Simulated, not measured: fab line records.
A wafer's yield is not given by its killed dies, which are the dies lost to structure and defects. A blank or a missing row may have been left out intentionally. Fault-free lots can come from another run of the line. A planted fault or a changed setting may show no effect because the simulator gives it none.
Which of the tools did it? | flow sfqLine | Sampling: 15 lots, 45 wafers, 4 of 325 route steps

## WHAT EACH GAUGE READ, for each wafer
SFQ_I6_BOW_MEAS_941.
lot  | measured     | on           | I6_BOW (um)
L290 | day 64 16:05 | filmMetro-01 | 3 9 -6
L291 | day 65 07:40 | filmMetro-03 | 2 8 12
L293 | day 66 10:05 | filmMetro-01 | -3 -3 0
L294 | day 66 12:31 | filmMetro-04 | -8 -4 -6
L296 | day 66 23:18 | filmMetro-03 | -5 -5 -9
L297 | day 67 04:04 | filmMetro-04 | -6 -4 7
L300 | day 69 03:53 | filmMetro-04 | 20 7 26
L301 | day 69 09:56 | filmMetro-01 | 18 24 24
L302 | day 69 18:17 | filmMetro-03 | -4 -11 -1
L303 | day 70 07:59 | filmMetro-03 | 31 22 2
L305 | day 70 17:22 | filmMetro-01 | 15 23 20
L307 | day 72 00:17 | filmMetro-03 | 15 5 18
L309 | day 73 16:23 | filmMetro-03 | 25 14 19
L310 | day 73 18:43 | filmMetro-04 | -5 -4 -2
L312 | day 74 00:08 | filmMetro-04 | 1 2 -16

## EACH LOT AND THE TOOL THAT RAN IT (in order: tool; ch and the chambers of the sampled wafers; start)
lot  | SFQ_TRILAYER_L0_VIA_ETCH_VIA_ETCH_016 | SFQ_TRILAYER_M0_STRIP_STRIP_025  | SFQ_TRILAYER_JJ_CE_STRIP_STRIP_120
L290 | rieDiel-04 ch 2,3, day 5 10:29        | rieMetal-01 ch 0,1, day 7 09:32  | rieMetal-03 ch 0,1, day 41 14:06
L291 | rieDiel-04 ch 0,3, day 5 16:29        | rieMetal-02 ch 0,1, day 7 15:32  | rieMetal-04 ch 0,1, day 42 05:42
L293 | rieDiel-03 ch 0,1,2, day 6 03:19      | rieMetal-02 ch 0,1, day 8 05:44  | rieMetal-03 ch 0,1, day 43 02:17
L294 | rieDiel-04 ch 0,3, day 6 08:05        | rieMetal-02 ch 0,1, day 8 10:56  | rieMetal-03 ch 0,1, day 43 08:18
L296 | rieDiel-02 ch 0,1,2, day 6 15:23      | rieMetal-02 ch 0,1, day 8 19:10  | rieMetal-04 ch 0,1, day 43 23:54
L297 | rieDiel-04 ch 0,2, day 6 23:47        | rieMetal-02 ch 0,1, day 9 05:46  | rieMetal-03 ch 0,1, day 44 13:16
L300 | rieDiel-03 ch 0,2,3, day 7 12:59      | rieMetal-01 ch 0,1, day 9 20:10  | rieMetal-02 ch 0,1, day 47 12:22
L301 | rieDiel-02 ch 0,1, day 7 20:11        | rieMetal-02 ch 0,1, day 10 03:34 | rieMetal-02 ch 0,1, day 47 18:36
L302 | rieDiel-02 ch 0,2,3, day 8 03:11      | rieMetal-01 ch 0,1, day 10 11:46 | rieMetal-02 ch 0,1, day 47 23:10
L303 | rieDiel-04 ch 0,1,2, day 8 07:59      | rieMetal-04 ch 0,1, day 10 16:34 | rieMetal-03 ch 0,1, day 48 14:52
L305 | rieDiel-02 ch 0,2,3, day 9 00:50      | rieMetal-01 ch 0,1, day 11 10:46 | rieMetal-03 ch 0,1, day 49 05:32
L307 | rieDiel-04 ch 0,1,3, day 9 11:37      | rieMetal-04 ch 1, day 11 20:58   | rieMetal-04 ch 0,1, day 57 10:58
L309 | rieDiel-04 ch 0,1, day 9 22:25        | rieMetal-01 ch 0,1, day 12 07:55 | rieMetal-04 ch 0,1, day 58 02:46
L310 | rieDiel-04 ch 1,2,3, day 10 06:49     | rieMetal-01 ch 0,1, day 12 12:31 | rieMetal-04 ch 0,1, day 58 11:43
L312 | rieDiel-04 ch 0,2, day 10 20:01       | rieMetal-02 ch 0, day 12 23:19   | rieMetal-04 ch 0,1, day 59 08:07
- SFQ_TRILAYER_L0_VIA_ETCH_VIA_ETCH_016: etches SiO2 in CHF3, stops on MoNx KI, target depth 80 nm.
- SFQ_TRILAYER_M0_STRIP_STRIP_025: strips in O2.
- SFQ_TRILAYER_JJ_CE_STRIP_STRIP_120: strips in O2.

## AS READ BY THE TOOLS THEMSELVES (means over the sampled wafers that have a number; for cases with no such wafer, the mark the record gives instead)
SFQ_TRILAYER_L0_VIA_ETCH_VIA_ETCH_016.
lot  | tool       | biasW (W) | chamberPressureMTorr (mTorr) | drypumpMotorCurrentA (A) | oesProductAu (a.u.)
L290 | rieDiel-04 | 80.07     | 30.010                       | 5.79                     | 0.853
L291 | rieDiel-04 | 80.12     | 29.979                       | 5.72                     | 0.838
L293 | rieDiel-03 | 79.94     | 30.012                       | 5.61                     | 0.837
L294 | rieDiel-04 | 80.09     | 29.995                       | 5.73                     | 0.838
L296 | rieDiel-02 | 79.89     | 30.020                       | 5.38                     | 0.855
L297 | rieDiel-04 | 80.03     | 29.985                       | 5.73                     | 0.845
L300 | rieDiel-03 | 79.94     | 30.005                       | 5.66                     | 0.847
L301 | rieDiel-02 | -         | -                            | -                        | -
L302 | rieDiel-02 | -         | -                            | -                        | -
L303 | rieDiel-04 | -         | -                            | -                        | -
L305 | rieDiel-02 | 80.00     | 30.006                       | 5.27                     | 0.840
L307 | rieDiel-04 | 79.61     | 29.997                       | 5.59                     | 0.841
L309 | rieDiel-04 | 79.89     | 30.011                       | 5.45                     | 0.855
L310 | rieDiel-04 | 80.01     | 30.006                       | 5.64                     | 0.846
L312 | rieDiel-04 | 79.67     | 29.988                       | 5.76                     | 0.841

SFQ_TRILAYER_M0_STRIP_STRIP_025.
lot  | tool        | drypumpMotorCurrentA (A) | oesProductAu (a.u.)
L290 | rieMetal-01 | 5.8                      | 0.996
L291 | rieMetal-02 | 5.2                      | 0.990
L293 | rieMetal-02 | 5.2                      | 1.000
L294 | rieMetal-02 | 4.9                      | 0.994
L296 | rieMetal-02 | 4.9                      | 0.994
L297 | rieMetal-02 | 5.2                      | 1.003
L300 | rieMetal-01 | 5.8                      | 0.996
L301 | rieMetal-02 | 4.9                      | 1.002
L302 | rieMetal-01 | 5.8                      | 0.995
L303 | rieMetal-04 | 6.0                      | 1.004
L305 | rieMetal-01 | 5.6                      | 0.988
L307 | rieMetal-04 | 5.7                      | 1.004
L309 | rieMetal-01 | 5.8                      | 0.999
L310 | rieMetal-01 | 5.8                      | 1.006
L312 | rieMetal-02 | 4.7                      | 1.010

SFQ_TRILAYER_JJ_CE_STRIP_STRIP_120.
lot  | tool        | drypumpMotorCurrentA (A) | oesProductAu (a.u.)
L290 | rieMetal-03 | 5.4                      | 1.004
L291 | rieMetal-04 | 5.8                      | 1.003
L293 | rieMetal-03 | 5.4                      | 1.000
L294 | rieMetal-03 | 5.3                      | 1.000
L296 | rieMetal-04 | 5.8                      | 1.001
L297 | rieMetal-03 | 5.4                      | 1.001
L300 | rieMetal-02 | 5.2                      | 0.998
L301 | rieMetal-02 | 5.2                      | 0.993
L302 | rieMetal-02 | 4.9                      | 0.991
L303 | rieMetal-03 | 5.4                      | 1.001
L305 | rieMetal-03 | 5.4                      | 1.006
L307 | rieMetal-04 | 6.0                      | 1.004
L309 | rieMetal-04 | 5.9                      | 1.014
L310 | rieMetal-04 | 5.8                      | 1.012
L312 | rieMetal-04 | 5.8                      | 1.005

## THE ANSWER, worked out from the rows above alone
Rule: the lots themselves supply what counts as usual. Put in order of their means at a reading, lots are off if they are a third of the lots or fewer, leave a main group of 4 or more, and stand apart from it by a gap of 3 or more times the standard deviation of the main group's means; of several such gaps the widest counts. Not used: any main group whose means are identical at the precision the tables above print for the reading. A lot without any number at a reading at which 4 lots or more have one is off too. Any other lot the step has rows for is counted as sound. First the gauges in route order, then the tools' own readings, where a lot's mean is used as printed above. At the first step where some lot is off, the reading lying furthest off is the one used; lots without a number count as furthest.
Off: L301, L302, L303, at SFQ_TRILAYER_L0_VIA_ETCH_VIA_ETCH_016 (biasW). Without a number there: L301, L302, L303. The main group: mean 79.94 W, standard deviation 0.15.
If a tool, at that step or one of the process steps before it, ran each lot that is off and ran no sound lot following the first of them, it fits. Not one of the candidates tried fits.

## WHAT WAS PUT IN BY THE SIMULATOR
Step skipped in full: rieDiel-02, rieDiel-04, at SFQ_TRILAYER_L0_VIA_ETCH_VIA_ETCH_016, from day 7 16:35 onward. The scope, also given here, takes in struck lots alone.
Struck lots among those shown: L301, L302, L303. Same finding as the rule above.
